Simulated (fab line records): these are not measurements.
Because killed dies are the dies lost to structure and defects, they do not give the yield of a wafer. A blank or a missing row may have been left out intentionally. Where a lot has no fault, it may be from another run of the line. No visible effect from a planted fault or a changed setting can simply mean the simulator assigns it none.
fab line records | flow sky130
record: lots: 6 wafers: 18 lastDay: 48
route steps=708 shown GATE_OXIDE@192 POLY_GATE@204 RES_PROTECT@206 PAD_OPEN@708
lots that met no fault: taken from a fault-free run of the same line
startH: start of the lot's first displayed wafer, in hours after the record's first day | waitH: hours elapsed since this lot's preceding step | " the same as in the row above | L1.1+2: a single row standing in for several wafers | - either no value or no given start | * or withheld: withheld | < > ~ a bound
route shown NAME@n: names a module that has steps shown in the file, with the first one's number in the route | usual: mean/standard deviation taken from wafers without a fault | same: alike in all rows | chamber/n: place in a boat | sites: readings site by site | _std_site: the standard deviation of these | _edge_site: the outer-site mean with the inner-site mean subtracted | radiusMm: how far each site lies from the wafer's centre | mask NAME#n: copy n | behind: the most recent tool/chamber to have shaped the wafer | hold: the reason the lot was held/the length of the hold in hours/how it ended | device: the n, p or np transistor that did not switch | end of line: the tests these same wafers got at the end of their route | where a step has no rows: the recipe by itself | killed: count of dies lost to structure and defects at first sort (not the wafer's yield) | map: a wafer's dies, x killed, . not, _ none there
set.NAME: the setting the step ran with; set.NAME@STEP: the setting that earlier step ran with | model.NAME: the simulator's own value behind a step, which no gauge read
lots at some steps of the route; a table a step, a row a wafer
services: a tool's chamber out of use, with start hour (startH, from the record's first day; less than 0 if before it), hours out, and reason
== steps ==
step: SKY_GATE_OXIDE_COAT_05
recipe: resist: NOVOLAK spinRpm: 3000 resistThkNm: 1140
step: SKY_GATE_OXIDE_SOFTBAKE_06
recipe: tempC: 90 timeS: 60 resist: NOVOLAK
step: SKY_GATE_OXIDE_EXPOSE_07
recipe: maskId: LVOM na: 0.6 sourceShape: conventional sigmaOuter: 0.6 polarization: unpolarized targetCdNm: 600 doseMj: 170
step: SKY_GATE_OXIDE_PEB_08
recipe: tempC: withheld timeS: * resist: NOVOLAK
step: SKY_GATE_OXIDE_DEVELOP_09
recipe: resist: NOVOLAK developer: TMAH developTimeS: 60 devTempC: 23
step: SKY_GATE_OXIDE_OVL_MEAS_10
usual: GATE_OXIDE_OVL: 0.5/1.7
columns lot.wafer tool chamber startH waitH GATE_OXIDE_OVL[nm]
L344.3 overlay-02 - 309.94 0.1 0.9
L344.4 " - " " 0.1
L344.6 " - " " 0.3
L346.1 overlay-02 - 326.63 0.1 2.7
L346.3 " - " " 1.3
L346.6 " - " " 1.6
L348.1 overlay-02 - 353.75 0.1 -0.5
L348.4 " - " " -1.8
L348.6 " - " " 1.0
L351.1 overlay-01 - 365.80 0.1 1.6
L351.2 " - " " 0.4
L351.5 " - " " -0.3
L355.2 overlay-02 - 409.19 0.1 2.0
L355.3 " - " " 1.8
L355.5 " - " " 1.5
L356.2 overlay-02 - 413.81 0.1 2.0
L356.4 " - " " 3.5
L356.6 " - " " 1.1
step: SKY_GATE_OXIDE_IMPLANT_11
recipe: species: B energyKev: 9.842 doseCm2: 2.6e+12 tiltDeg: withheld
step: SKY_GATE_OXIDE_WET_ETCH_12
recipe: chemistry: dHF targetDepthNm: 16.8 dry: n2Spin target: SiO2 dilution: 100:1 tempC: 25 timeS: 336
step: SKY_GATE_OXIDE_STRIP_13
recipe: chemistry: O2/N2 powerW: 1400 pressureMtorr: 1500 platenTempC: withheld o2FlowSccm: 3000 n2FlowSccm: 300 overashFraction: 0.5
usual: drypumpMotorCurrentA: 5.8/0.43 oesProductAu: 0.716/0.0049 stripTimeToEndpointS: 14.19/0.038
same: overashFraction: 0.5
columns lot.wafer tool chamber startH waitH drypumpMotorCurrentA oesProductAu rfHoursCounterH stripTimeToEndpointS
L344.3 plasmaAsher-04 1 310.25 0.0 5.7 0.708 - 14.19
L344.4 " 0 " " 6.0 0.712 - 14.16
L344.6 " 1 " " 5.7 0.713 - 14.17
L346.1 plasmaAsher-01 0 326.92 0.0 6.3 0.719 61 14.13
L346.3 " 1 " " 5.4 0.716 - 14.13
L346.6 " 1 " " 5.4 0.721 - 14.17
L348.1 plasmaAsher-01 0 354.04 0.0 6.4 0.711 64 14.20
L348.4 " 0 " " 6.3 0.713 - 14.21
L348.6 " 0 " " 6.3 0.711 - 14.21
L351.1 plasmaAsher-01 0 366.09 0.0 6.3 0.721 65 14.25
L351.2 " 1 " " 5.4 0.719 65 14.27
L351.5 " 1 " " 5.4 0.713 - 14.23
L355.2 plasmaAsher-04 0 409.57 0.0 6.0 0.722 21 14.21
L355.3 " 0 " " 6.0 0.719 - 14.18
L355.5 " 0 " " 6.0 0.716 - 14.17
L356.2 plasmaAsher-01 1 414.09 0.0 5.4 0.713 70 14.16
L356.4 " 1 " " 5.4 0.718 - 14.19
L356.6 " 1 " " 5.4 0.721 - 14.22
step: SKY_GATE_OXIDE_TW_MEAS_14
usual: GATE_OXIDE_TW: 222/3.3
columns lot.wafer tool chamber startH waitH GATE_OXIDE_TW
L344.3 filmMetro-01 - 310.34 0.1 218
L344.4 " - " " 219
L344.6 " - " " 219
L346.1 filmMetro-01 - 327.02 0.1 220
L346.3 " - " " 221
L346.6 " - " " 220
L348.1 filmMetro-04 - 354.14 0.1 227
L348.4 " - " " 226
L348.6 " - " " 225
L351.1 filmMetro-02 - 366.19 0.1 220
L351.2 " - " " 220
L351.5 " - " " 219
L355.2 filmMetro-01 - 409.68 0.1 219
L355.3 " - " " 218
L355.5 " - " " 218
L356.2 filmMetro-01 - 414.20 0.1 219
L356.4 " - " " 220
L356.6 " - " " 219
step: SKY_GATE_OXIDE_CLEAN_15
recipe: chemistry: SC1/SC2 mix: 1:4:20 tempC: 70 timeS: 150 dry: n2Spin
step: SKY_GATE_OXIDE_OXIDATION_16
recipe: tempC: 800 ambient: O2 idleTempC: 700 rampUpCPerMin: 10 rampDownCPerMin: 3 stabiliseS: 600 purgeS: 300 targetThkA: 35.7 oxTimeS: 1915
step: SKY_POLY_GATE_CVD_00
recipe: material: poly-Si targetThkNm: 180 tempC: 620 timeS: 720 pressureMtorr: 200
usual: spikeTcBottomC: 644/3.7 zonePowerBottomPct: 12.27/0.23 zonePowerLowerPct: 9.44/0.13
columns lot.wafer tool chamber startH waitH spikeTcBottomC zonePowerBottomPct zonePowerLowerPct
L344.3 lpcvd-01 1 311.96 0.0 645 12.74 9.29
L344.4 " 1 " " 646 12.25 9.38
L344.6 " 1 " " 647 12.40 9.57
L346.1 lpcvd-01 0 329.34 0.0 638 12.15 9.59
L346.3 " 0 " " 641 11.96 9.44
L346.6 " 0 " " 638 11.98 9.51
L348.1 lpcvd-01 1 358.37 0.0 648 12.50 9.60
L348.4 " 1 " " 647 12.32 9.19
L348.6 " 1 " " 645 12.72 9.43
L351.1 lpcvd-01 1 372.14 0.0 648 12.57 9.15
L351.2 " 1 " " 647 12.38 9.38
L351.5 " 1 " " 648 12.42 9.34
L355.2 lpcvd-01 0 414.53 0.0 640 12.13 9.57
L355.3 " 0 " " 639 11.90 9.45
L355.5 " 0 " " 639 11.99 9.53
L356.2 lpcvd-01 0 419.65 0.0 641 12.01 9.51
L356.4 " 0 " " 640 11.84 9.61
L356.6 " 0 " " 640 11.94 9.55
step: SKY_POLY_GATE_THK_MEAS_01
recipe: reads: poly-Si_of_POLY_GATE_CVD_00
usual: POLY_GATE_CVD_00_THK: 180.2/1.2
columns lot.wafer tool chamber startH waitH POLY_GATE_CVD_00_THK[nm]
L344.3 filmMetro-01 - 313.18 0.0 179.2
L344.4 " - " " 180.8
L344.6 " - " " 180.4
L346.1 filmMetro-01 - 330.54 0.0 179.3
L346.3 " - " " 178.5
L346.6 " - " " 179.7
L348.1 filmMetro-03 - 359.57 0.0 181.0
L348.4 " - " " 179.4
L348.6 " - " " 179.8
L351.1 filmMetro-04 - 373.34 0.0 178.6
L351.2 " - " " 178.9
L351.5 " - " " 178.8
L355.2 filmMetro-01 - 415.74 0.0 179.1
L355.3 " - " " 180.9
L355.5 " - " " 181.0
L356.2 filmMetro-03 - 420.86 0.0 180.7
L356.4 " - " " 180.5
L356.6 " - " " 178.9
step: SKY_RES_PROTECT_DEHYDRATE_00
recipe: tempC: 200 timeS: 60
step: SKY_RES_PROTECT_HMDS_01
recipe: primeTimeS: 60 primeTempC: 120
step: SKY_RES_PROTECT_COAT_02
recipe: resist: NOVOLAK spinRpm: 3000 resistThkNm: 1140
step: SKY_RES_PROTECT_SOFTBAKE_03
recipe: tempC: 90 timeS: 60 resist: NOVOLAK
step: SKY_RES_PROTECT_EXPOSE_04
recipe: maskId: RPM na: 0.6 sourceShape: conventional sigmaOuter: 0.6 polarization: unpolarized targetCdNm: 1270 doseMj: 131.8
step: SKY_RES_PROTECT_PEB_05
recipe: tempC: withheld timeS: * resist: NOVOLAK
step: SKY_RES_PROTECT_DEVELOP_06
recipe: resist: NOVOLAK developer: TMAH developTimeS: 60 devTempC: 23
step: SKY_POLY_GATE_IMPLANT_02
recipe: species: P energyKev: 30 doseCm2: 7.7e+15 tiltDeg: 0
step: SKY_RES_PROTECT_STRIP_07
recipe: chemistry: O2/N2 powerW: 1400 pressureMtorr: 1500 platenTempC: withheld o2FlowSccm: 3000 n2FlowSccm: 300 overashFraction: 0.5
usual: drypumpMotorCurrentA: 5.7/0.44 oesProductAu: 0.518/0.0047 stripTimeToEndpointS: 23.29/0.04
same: overashFraction: 0.5
columns lot.wafer tool chamber startH waitH drypumpMotorCurrentA oesProductAu rfHoursCounterH stripTimeToEndpointS
L344.3 plasmaAsher-03 1 339.59 0.1 6.0 0.514 - 23.26
L344.4 " 0 " " 5.1 0.509 - 23.38
L344.6 " 0 " " 5.1 0.508 - 23.32
L346.1 plasmaAsher-03 1 357.70 0.1 6.0 0.522 58 23.29
L346.3 " 0 " " 5.1 0.521 - 23.28
L346.6 " 0 " " 5.0 0.524 - 23.30
L348.1 plasmaAsher-01 1 387.25 0.1 5.4 0.518 67 23.27
L348.4 " 1 " " 5.4 0.512 - 23.28
L348.6 " 0 " " 6.4 0.509 - 23.32
L351.1 plasmaAsher-01 0 402.35 0.1 6.4 0.515 68 23.31
L351.2 " 1 " " 5.4 0.529 68 23.31
L351.5 " 1 " " 5.4 0.521 - 23.33
L355.2 plasmaAsher-01 0 445.30 0.1 6.3 0.512 73 23.30
L355.3 " 1 " " 5.4 0.522 - 23.30
L355.5 " 0 " " 6.4 0.522 - 23.33
L356.2 plasmaAsher-03 1 451.60 0.1 6.0 0.516 67 23.33
L356.4 " 1 " " 6.0 0.513 - 23.34
L356.6 " 1 " " 6.0 0.520 - 23.32
step: SKY_RES_PROTECT_TW_MEAS_08
usual: POLY_GATE_TW: 4038/67
columns lot.wafer tool chamber startH waitH POLY_GATE_TW
L344.3 filmMetro-04 - 339.67 0.1 4077
L344.4 " - " " 4096
L344.6 " - " " 4062
L346.1 filmMetro-02 - 357.80 0.1 3941
L346.3 " - " " 3950
L346.6 " - " " 3959
L348.1 filmMetro-02 - 387.35 0.1 3983
L348.4 " - " " 3991
L348.6 " - " " 3967
L351.1 filmMetro-02 - 402.45 0.1 3954
L351.2 " - " " 3955
L351.5 " - " " 3957
L355.2 filmMetro-04 - 445.41 0.1 4093
L355.3 " - " " 4084
L355.5 " - " " 4064
L356.2 filmMetro-04 - 451.71 0.1 4072
L356.4 " - " " 4095
L356.6 " - " " 4137
step: SKY_RES_PROTECT_CLEAN_09
recipe: chemistry: SC1/SC2 mix: 1:4:20 tempC: 70 timeS: 150 dry: n2Spin
step: SKY_POLY_GATE_CVD_03
recipe: material: Si3N4 precursor: DCS/NH3 targetThkNm: 75 tempC: 770 timeS: 1290 pressureMtorr: 250
step: SKY_POLY_GATE_THK_MEAS_04
recipe: reads: Si3N4_of_POLY_GATE_CVD_03
usual: POLY_GATE_CVD_03_THK: 75.2/0.8
columns lot.wafer tool chamber startH waitH POLY_GATE_CVD_03_THK[nm]
L344.3 filmMetro-04 - 344.10 0.0 76.9
L344.4 " - " " 76.6
L344.6 " - " " 76.0
L346.1 filmMetro-04 - 359.84 0.0 73.9
L346.3 " - " " 73.8
L346.6 " - " " 74.1
L348.1 filmMetro-01 - 388.82 0.0 74.2
L348.4 " - " " 74.4
L348.6 " - " " 74.2
L351.1 filmMetro-01 - 407.06 0.0 75.5
L351.2 " - " " 74.9
L351.5 " - " " 75.3
L355.2 filmMetro-04 - 447.53 0.0 76.0
L355.3 " - " " 75.2
L355.5 " - " " 76.4
L356.2 filmMetro-04 - 453.17 0.0 75.8
L356.4 " - " " 75.2
L356.6 " - " " 75.9
step: SKY_POLY_GATE_DEHYDRATE_05
recipe: tempC: 200 timeS: 60
step: SKY_POLY_GATE_HMDS_06
recipe: primeTimeS: 60 primeTempC: 120
step: SKY_POLY_GATE_COAT_07
recipe: resist: BARC tempC: withheld timeS: withheld spinRpm: 3000 resistThkNm: 110
step: SKY_POLY_GATE_COAT_08
recipe: resist: KrF-thick spinRpm: 3000 resistThkNm: 450
step: SKY_POLY_GATE_SOFTBAKE_09
recipe: tempC: 100 timeS: 90 resist: KrF-thick
step: SKY_POLY_GATE_EXPOSE_10
recipe: maskId: P1M na: 0.68 sourceShape: conventional sigmaOuter: 0.6 targetCdNm: 150 doseMj: 28
step: SKY_POLY_GATE_PEB_11
recipe: pebTempC: withheld pebTimeS: withheld resist: KrF-thick
step: SKY_POLY_GATE_DEVELOP_12
recipe: developTimeS: 60 resist: KrF-thick devTempC: 21
step: SKY_POLY_GATE_CD_MEAS_13
recipe: targetCdNm: 150
usual: cdNm: 150.0/1.4
columns lot.wafer tool chamber startH waitH cdNm
L344.3 cdSem-02 - 371.12 - 149.8
L344.4 " - " " 150.8
L344.6 " - " " 149.9
L346.1 cdSem-02 - 387.75 - 149.2
L346.3 " - " " 151.0
L346.6 " - " " 148.7
L348.1 cdSem-02 - 418.35 - 150.4
L348.4 " - " " 149.2
L348.6 " - " " 150.2
L351.1 cdSem-02 - 437.90 - 149.9
L351.2 " - " " 150.1
L351.5 " - " " 151.6
L355.2 cdSem-01 - 479.27 - 153.5
L355.3 " - " " 152.0
L355.5 " - " " 151.9
L356.2 cdSem-01 - 484.72 - 148.8
L356.4 " - " " 147.7
L356.6 " - " " 147.5
step: SKY_POLY_GATE_OVL_MEAS_14
usual: POLY_GATE_OVL: -2/4.5
columns lot.wafer tool chamber startH waitH POLY_GATE_OVL[nm]
L344.3 overlay-01 - 371.21 0.1 2
L344.4 " - " " -2
L344.6 " - " " 3
L346.1 overlay-02 - 387.87 0.1 -4
L346.3 " - " " -1
L346.6 " - " " -10
L348.1 overlay-01 - 418.47 0.1 -2
L348.4 " - " " 1
L348.6 " - " " -4
L351.1 overlay-02 - 438.02 0.1 0
L351.2 " - " " 0
L351.5 " - " " 2
L355.2 overlay-02 - 479.38 0.1 -9
L355.3 " - " " -3
L355.5 " - " " 0
L356.2 overlay-01 - 484.82 0.1 3
L356.4 " - " " -2
L356.6 " - " " 2
step: SKY_POLY_GATE_ETCH_15
recipe: chemistry: N2/H2 target: BARC ionEnergyEv: 200 sourceW: 500 biasW: 100 pressureMtorr: 30 n2FlowSccm: 100 h2FlowSccm: 200 stopOn: SiO2 timeS: 118.5 targetDepthA: 1100
usual: drypumpMotorCurrentA: 5.7/0.46 oesProductAu: 0.717/0.0047 rfFwdPowerW: 497.5/1.5 throttleValvePct: 13.213/0.0097
columns lot.wafer tool chamber startH waitH drypumpMotorCurrentA oesProductAu rfFwdPowerW rfHoursCounterH throttleValvePct
L344.3 rieDiel-02 0 371.23 0.0 6.3 0.720 498.1 0 13.202
L344.4 " 1 " " 5.6 0.719 497.7 79 13.213
L344.6 " 2 " " 5.3 0.716 496.9 - 13.218
L346.1 rieDiel-04 0 387.90 0.0 5.7 0.717 497.3 3 13.206
L346.3 " 3 " " 5.9 0.718 497.5 79 13.209
L346.6 " 3 " " 5.9 0.716 499.4 - 13.208
L348.1 rieDiel-04 0 418.51 0.0 5.7 0.718 497.1 3 13.204
L348.4 " 2 " " 6.3 0.717 497.6 3 13.199
L348.6 " 3 " " 5.8 0.720 499.1 - 13.211
L351.1 rieDiel-03 0 438.05 0.0 5.7 0.717 497.4 2 13.235
L351.2 " 3 " " 4.7 0.715 496.0 3 13.214
L351.5 " 0 " " 5.7 0.718 496.9 - 13.215
L355.2 rieDiel-03 3 479.41 0.0 4.7 0.718 496.3 4 13.232
L355.3 " 1 " " 5.5 0.714 495.9 9 13.201
L355.5 " 0 " " 5.7 0.716 496.4 - 13.197
L356.2 rieDiel-04 3 484.85 0.0 5.9 0.712 497.5 81 13.218
L356.4 " 1 " " 6.3 0.716 499.7 15 13.219
L356.6 " 3 " " 5.9 0.718 498.8 - 13.216
step: SKY_POLY_GATE_ETCH_16
recipe: stopOn: poly-Si chemistry: CH3F/O2 target: Si3N4 sourceW: 400 biasW: 80 pressureMtorr: 25 ch3fFlowSccm: 40 O2_flow_sccm: 30 timeS: 147.5 targetDepthA: 750
step: SKY_POLY_GATE_ETCH_17
recipe: targetDepthNm: 180 stopOn: SiO2 overEtchFrac: 0.56667 chemistry: HBr/Cl2 target: poly-Si icpW: 400 biasW: 100 pressureMtorr: 10 HBr_flow_sccm: 150 Cl2_flow_sccm: 50 timeS: 70.5
usual: drypumpMotorCurrentA: 5.8/0.33 oesProductAu: 0.986/0.0093 rfFwdPowerW: 396.3/1.3 throttleValvePct: 33.685/0.0097
same: overEtchFrac: 0.56667
columns lot.wafer tool chamber startH waitH drypumpMotorCurrentA oesProductAu rfFwdPowerW rfHoursCounterH throttleValvePct
L344.3 rieSi-02 1 371.41 0.0 5.2 0.993 396.5 23 33.675
L344.4 " 0 " " 6.2 0.968 393.6 79 33.687
L344.6 " 3 " " 5.8 0.978 395.7 - 33.699
L346.1 rieSi-01 2 388.08 0.0 6.2 0.973 398.3 46 33.682
L346.3 " 3 " " 6.0 0.976 396.2 32 33.678
L346.6 " 2 " " 6.2 0.980 396.6 - 33.698
L348.1 rieSi-02 1 418.69 0.0 5.2 0.993 395.9 23 33.695
L348.4 " 3 " " 5.8 0.993 397.2 0 33.677
L348.6 " 0 " " 6.2 0.975 396.4 - 33.685
L351.1 rieSi-02 0 438.23 0.0 6.2 0.975 397.8 0 33.688
L351.2 " 3 " " 5.8 0.993 396.5 0 33.697
L351.5 " 1 " " 5.2 0.999 396.5 - 33.683
L355.2 rieSi-02 2 479.59 0.0 5.8 0.980 395.9 2 33.667
L355.3 " 3 " " 5.8 0.996 396.3 1 33.699
L355.5 " 2 " " 5.8 0.985 396.4 - 33.700
L356.2 rieSi-01 2 485.03 0.0 6.2 0.982 395.6 47 33.679
L356.4 " 0 " " 5.6 1.000 397.5 1 33.669
L356.6 " 0 " " 5.6 0.990 396.7 - 33.679
step: SKY_POLY_GATE_STRIP_18
recipe: chemistry: O2/N2 powerW: 1400 pressureMtorr: 1500 platenTempC: withheld o2FlowSccm: 3000 n2FlowSccm: 300 overashFraction: 0.5
usual: drypumpMotorCurrentA: 5.83/0.27 oesProductAu: 0.361/0.0053 stripTimeToEndpointS: 3.17/0.054
same: overashFraction: 0.5
columns lot.wafer tool chamber startH waitH drypumpMotorCurrentA oesProductAu rfHoursCounterH stripTimeToEndpointS
L344.3 plasmaAsher-04 0 371.50 0.1 5.99 0.358 - 3.02
L344.4 " 1 " " 5.69 0.367 - 3.24
L344.6 " 1 " " 5.68 0.362 - 3.14
L346.1 plasmaAsher-04 1 388.14 0.0 5.71 0.366 19 3.19
L346.3 " 1 " " 5.70 0.364 - 3.23
L346.6 " 1 " " 5.68 0.365 - 3.21
L348.1 plasmaAsher-04 0 418.74 0.0 5.98 0.356 22 3.08
L348.4 " 0 " " 5.98 0.365 - 3.20
L348.6 " 1 " " 5.70 0.357 - 3.18
L351.1 plasmaAsher-04 1 438.29 0.0 5.69 0.363 24 3.20
L351.2 " 0 " " 5.97 0.361 24 3.21
L351.5 " 1 " " 5.68 0.355 - 3.16
L355.2 plasmaAsher-04 1 479.65 0.0 5.67 0.363 29 3.22
L355.3 " 0 " " 5.97 0.360 - 3.15
L355.5 " 0 " " 5.97 0.361 - 3.22
L356.2 plasmaAsher-02 1 485.09 0.0 5.82 0.362 5 3.16
L356.4 " 0 " " 5.59 0.357 - 3.09
L356.6 " 0 " " 5.58 0.354 - 3.12
step: SKY_POLY_GATE_CLEAN_19
recipe: chemistry: SC1/SC2 mix: 1:4:20 tempC: 70 timeS: 150 dry: n2Spin
step: SKY_PAD_OPEN_PROBE_99
usual: killed_at_M0_to_M3: 43/7.5 killed_at_M4_up: 3.2/1.9 killedAtContacts: 24/4.9 killedAtFrontEnd: 15/4.3 killedAtOther: 0.4/0.72 killedDies: 86/9.1 killedOnRim: 17/3.8 killedOpen: 47/6.5 killedShort: 39/6.5
same: grossDies: 492 killedAtBackSide: 0
columns lot.wafer tool chamber startH waitH killed_at_M0_to_M3 killed_at_M4_up killedAtContacts killedAtFrontEnd killedAtOther killedDies killedOnRim killedOpen killedShort
L346.1 prober-02 - 1100.95 0.1 43 5 17 12 0 77 14 45 32
L346.3 prober-02 - 1101.05 0.2 53 4 25 11 0 93 17 57 36
L346.6 prober-02 - 1101.20 0.2 46 3 28 12 0 89 20 45 44
L348.1 prober-01 - 1119.25 0.1 45 6 20 16 0 87 22 51 34
L348.4 prober-01 - 1119.40 0.2 43 2 26 11 0 82 10 46 35
L348.6 prober-01 - 1119.50 0.2 46 5 15 11 1 78 10 50 25
L351.1 prober-01 - 1132.41 0.1 50 3 24 23 0 100 21 60 38
L351.2 prober-01 - 1132.46 0.1 46 1 27 23 0 97 19 56 40
L351.5 prober-01 - 1132.61 0.2 45 3 26 7 0 81 18 47 33
L355.2 prober-01 - 1155.61 0.1 24 3 26 69 0 122 29 39 29
L355.3 prober-01 - 1155.66 0.2 34 5 24 60 0 123 32 36 39
L355.5 prober-01 - 1155.76 0.2 37 2 18 58 0 115 24 38 25
L356.2 prober-02 - 1156.21 0.1 46 5 20 67 0 138 27 43 47
L356.4 prober-02 - 1156.31 0.2 37 3 26 59 0 125 23 35 43
L356.6 prober-02 - 1156.41 0.2 40 1 21 54 0 116 31 46 24
killed by level:class
L346.1 CONTACT:geometricParticle:open=10 VIA1:geometricParticle:open=9 VIA3:geometricParticle:open=8 FIELD_ISO:geometricParticle:open=6 METAL2:geometricParticle:short=5 VIA1:geometricParticle:short=5 LI_CONTACT:geometricParticle:open=4 METAL4:geometricParticle:short=4
L346.3 VIA1:geometricParticle:open=17 CONTACT:geometricParticle:open=15 METAL2:geometricParticle:short=10 FIELD_ISO:geometricParticle:short=5 LI_CONTACT:geometricParticle:open=5 POLY_GATE:geometricParticle:short=5 VIA2:geometricParticle:open=5 VIA3:geometricParticle:open=5
L346.6 METAL2:geometricParticle:short=9 CONTACT:geometricParticle:short=9 LI_CONTACT:geometricParticle:open=8 VIA1:geometricParticle:open=7 CONTACT:geometricParticle:open=7 VIA2:geometricParticle:open=6 VIA2:geometricParticle:short=5 VIA3:geometricParticle:open=5
L348.1 CONTACT:geometricParticle:open=9 VIA2:geometricParticle:open=8 VIA1:geometricParticle:open=8 METAL2:geometricParticle:short=8 LI_CONTACT:geometricParticle:open=5 FIELD_ISO:geometricParticle:open=4 VIA3:geometricParticle:open=4 POLY_GATE:geometricParticle:short=4
L348.4 VIA1:geometricParticle:open=10 CONTACT:geometricParticle:open=9 LI_CONTACT:geometricParticle:open=9 METAL1:geometricParticle:short=8 VIA3:geometricParticle:open=7 METAL2:geometricParticle:short=5 FIELD_ISO:geometricParticle:open=3 POLY_GATE:geometricParticle:short=3
L348.6 VIA1:geometricParticle:open=11 VIA2:geometricParticle:open=7 CONTACT:geometricParticle:open=7 VIA3:geometricParticle:open=6 METAL1:geometricParticle:short=5 LI_CONTACT:geometricParticle:open=4 METAL1:geometricParticle:open=4 METAL2:geometricParticle:short=4
L351.1 VIA1:geometricParticle:open=16 LI_CONTACT:geometricParticle:open=8 METAL1:geometricParticle:short=8 FIELD_ISO:geometricParticle:open=7 METAL2:geometricParticle:short=7 VIA3:geometricParticle:open=7 FIELD_ISO:geometricParticle:short=6 VIA2:geometricParticle:open=5
L351.2 VIA1:geometricParticle:open=11 CONTACT:geometricParticle:open=10 VIA2:geometricParticle:open=8 VIA3:geometricParticle:open=7 FIELD_ISO:geometricParticle:open=6 LI_CONTACT:geometricParticle:open=6 METAL1:geometricParticle:short=5 FIELD_ISO:geometricParticle:short=4
L351.5 CONTACT:geometricParticle:open=10 VIA1:geometricParticle:open=9 VIA3:geometricParticle:open=9 LI_CONTACT:geometricParticle:open=6 VIA2:geometricParticle:open=6 METAL2:geometricParticle:short=5 VIA1:geometricParticle:short=5 CONTACT:geometricParticle:short=4
L355.2 POLY_GATE:unspecified=52 CONTACT:geometricParticle:open=12 FIELD_ISO:geometricParticle:open=9 VIA2:geometricParticle:open=6 METAL1:geometricParticle:short=5 LI_CONTACT:geometricParticle:open=4 LOCAL_INTERCONNECT:geometricParticle:short=4 VIA2:geometricParticle:short=3
L355.3 POLY_GATE:unspecified=47 CONTACT:geometricParticle:open=8 METAL1:geometricParticle:short=5 VIA1:geometricParticle:open=5 VIA2:geometricParticle:open=5 METAL4:geometricParticle:short=5 FIELD_ISO:geometricParticle:open=4 LI_CONTACT:geometricParticle:short=4
L355.5 POLY_GATE:unspecified=52 VIA1:geometricParticle:open=11 METAL1:geometricParticle:short=10 CONTACT:geometricParticle:open=9 VIA3:geometricParticle:open=6 LI_CONTACT:geometricParticle:open=5 VIA2:geometricParticle:open=5 FIELD_ISO:geometricParticle:short=3
L356.2 POLY_GATE:unspecified=48 VIA3:geometricParticle:open=13 FIELD_ISO:geometricParticle:open=7 FIELD_ISO:geometricParticle:short=6 CONTACT:geometricParticle:open=6 VIA1:geometricParticle:open=6 METAL4:geometricParticle:short=5 METAL1:geometricParticle:short=5
L356.4 POLY_GATE:unspecified=47 VIA3:geometricParticle:open=9 CONTACT:geometricParticle:short=7 METAL1:geometricParticle:short=7 LI_CONTACT:geometricParticle:open=6 FIELD_ISO:geometricParticle:short=5 LOCAL_INTERCONNECT:geometricParticle:short=5 VIA1:geometricParticle:open=5
L356.6 POLY_GATE:unspecified=45 CONTACT:geometricParticle:open=10 VIA1:geometricParticle:open=9 VIA3:geometricParticle:open=8 VIA2:geometricParticle:open=6 FIELD_ISO:geometricParticle:open=5 CONTACT:geometricParticle:short=5 METAL1:geometricParticle:short=4
map L355.3 (x killed, . not)
__________..xx..xxx._________
________....x...x....x_______
______x..x.x............_____
_____x..x...............x____
____.x...............xx...___
___..x......x..............__
__.x..x.x.x.x...........x..._
_....x...........x..x.......x
_...............x............
_.........xx....xx.....x.....
_x.x....x..x................x
_....x.x..x........x........x
_x..xx.x....x.............x..
_....xxx.x.................x.
_..xxxxx.x....x.....x........
__xxxxxxxxxx.....xx......x.._
___xxxxxxxxx........x.xx...__
____xxxxxxxxx.............___
_____xxxxxxx.........x...____
______xxxxxx.xxx.x......_____
________x.....x...xx.._______
__________xx.......x_________
map L356.2 (x killed, . not)
__________.........._________
________......x.x.x..x_______
______..x..xx..x....x.xx_____
_____x..........xx.x..xxx____
____..x...xx.....x...xx..x___
___...x...xxx......x..x....__
__.......................x.._
_...xxx....x....x...xx.......
_........x.x.................
_......xx.........x..........
_x........x....x............x
_...x.x.........xx....x.x....
_.....x...x..x.x......x...x..
_....x.xx....x.xxx..x.....x..
_..xxxxxx..xx....x...........
__.xxxxxxx.xx........xx....._
___xxxxxxxx..x.............__
____xxxxxxxx.x.xx.....xx..___
_____xxxxxxx.......x...x.____
______xxxxxx.....x.....x_____
________xx.xxx.x..x.x._______
__________x.....x..._________
== services ==
columns tool chamber startH hours kind
plasmaAsher-02 - 294.22 3.1 repair
rieDiel-04 3 294.63 3.6 repair
rieDiel-02 3 294.66 10.4 repair
rieDiel-02 3 306.28 9.0 repair
plasmaAsher-04 - 321.02 0.4 repair
rieSi-01 0 331.52 - clean
rieSi-01 0 331.52 16.2 scheduledDown
rieSi-01 0 331.52 16.2 ventCycle
rieDiel-03 0 347.64 - clean
rieDiel-03 0 347.64 17.4 scheduledDown
rieDiel-03 0 347.64 17.4 ventCycle
plasmaAsher-04 - 352.44 2.8 pm
rieDiel-03 1 361.95 11.5 repair
rieDiel-04 0 375.27 2.9 repair
rieSi-02 3 381.45 - clean
rieSi-02 3 381.45 11.1 scheduledDown
rieSi-02 3 381.45 11.1 ventCycle
rieSi-01 3 390.48 3.3 repair
rieSi-02 0 392.56 - clean
rieSi-02 0 392.56 22.7 scheduledDown
rieSi-02 0 392.56 22.7 ventCycle
plasmaAsher-02 - 421.25 9.0 pm
rieDiel-03 1 441.51 3.4 repair
plasmaAsher-03 - 484.67 0.5 repair
== key ==
firstSign: step: SKY_PAD_OPEN_PROBE_99 reading: killedAtFrontEnd direction: up sigmas: 11 usual: 15 struck: 61
effect: step: SKY_PAD_OPEN_PROBE_99 reading: killedDies direction: up sigmas: 4 usual: 86 struck: 123
metAt SKY_POLY_GATE_CVD_00
struckWafers L355.2,L355.3,L355.5,L356.2,L356.4,L356.6
testerLeftOut L355,L356
onsetBetween 329.34 414.53
alsoFits time
fault: kind: chamberParticleSource tool: lpcvd-01 chamber: 0 onsetH: 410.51 steps: SKY_POLY_GATE_CVD_00 ratePerVisitCm2: 1.2049 endH: 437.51
testerLeftOut: of these lots the tester's yield and bins aren't shown, on N5 and GAA mostly nor the transistor test; their killed dies are dies lost to structure and defects alone, not to doping, threshold or leakage, so they don't give the yield
